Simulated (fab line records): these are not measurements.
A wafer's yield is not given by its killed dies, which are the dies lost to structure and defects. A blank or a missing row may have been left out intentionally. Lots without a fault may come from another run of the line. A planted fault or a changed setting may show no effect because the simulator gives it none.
Chamber matching | flow gf180mcu | cmp-01 running GF_V2_CMP_04: 4 sister chambers
The step polishes SiO2. 8 wafers are shown with their chamber, then 7 later ones without.

## WAFERS PAIRED WITH THEIR CHAMBERS
wafer  | chamber | motor current A (A) | slurry filter dp kPa (kPa)
L878.3 | 1       | 11.7                | 13.39
L883.2 | 3       | 11.3                | 13.55
L883.3 | 0       | 14.1                | 13.54
L886.3 | 2       | 12.9                | 13.64
L886.5 | 2       | 12.7                | 13.50
L886.6 | 1       | 11.7                | 13.27
L889.4 | 0       | 13.8                | 13.49
L889.5 | 3       | 11.6                | 13.61

## WAFERS WITH NO CHAMBER GIVEN
wafer  | motor current A (A) | slurry filter dp kPa (kPa)
L889.6 | 14.1                | 13.67
L891.3 | 13.6                | 13.52
L891.4 | 10.8                | 13.45
L891.5 | 10.9                | 13.45
L899.1 | 11.0                | 13.48
L899.2 | 14.1                | 13.51
L899.3 | 12.3                | 13.41

## WHICH CHAMBER EACH WENT THROUGH
wafer  | from the rows above          | in truth
L889.6 | 0                            | 0
L891.3 | 0                            | 0
L891.4 | can't be placed: 3 or 1      | 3
L891.5 | can't be placed: 3 or 1      | 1
L899.1 | can't be placed: 3 or 1      | 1
L899.2 | 0                            | 0
L899.3 | can't be placed: 2 or 1 or 3 | 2
Correctly placed: 3 of 7. Unplaceable from these rows: 4, with the true chamber sitting among the candidates in 4. Wrongly placed: 0.
How it was worked out, from the rows above alone: a wafer's distance from a chamber is the root of the sum, over the readings, of the square of ((its reading less the chamber's mean) divided by the reading's scatter). The wafer belongs to the nearest chamber; if the next one is less than 2 further off, it can't be placed. A chamber's mean is the mean of its shown wafers. The scatter is the square root of a quotient: the sum, over the shown wafers, of each reading's squared deviation from its chamber's mean, divided by wafers minus chambers.
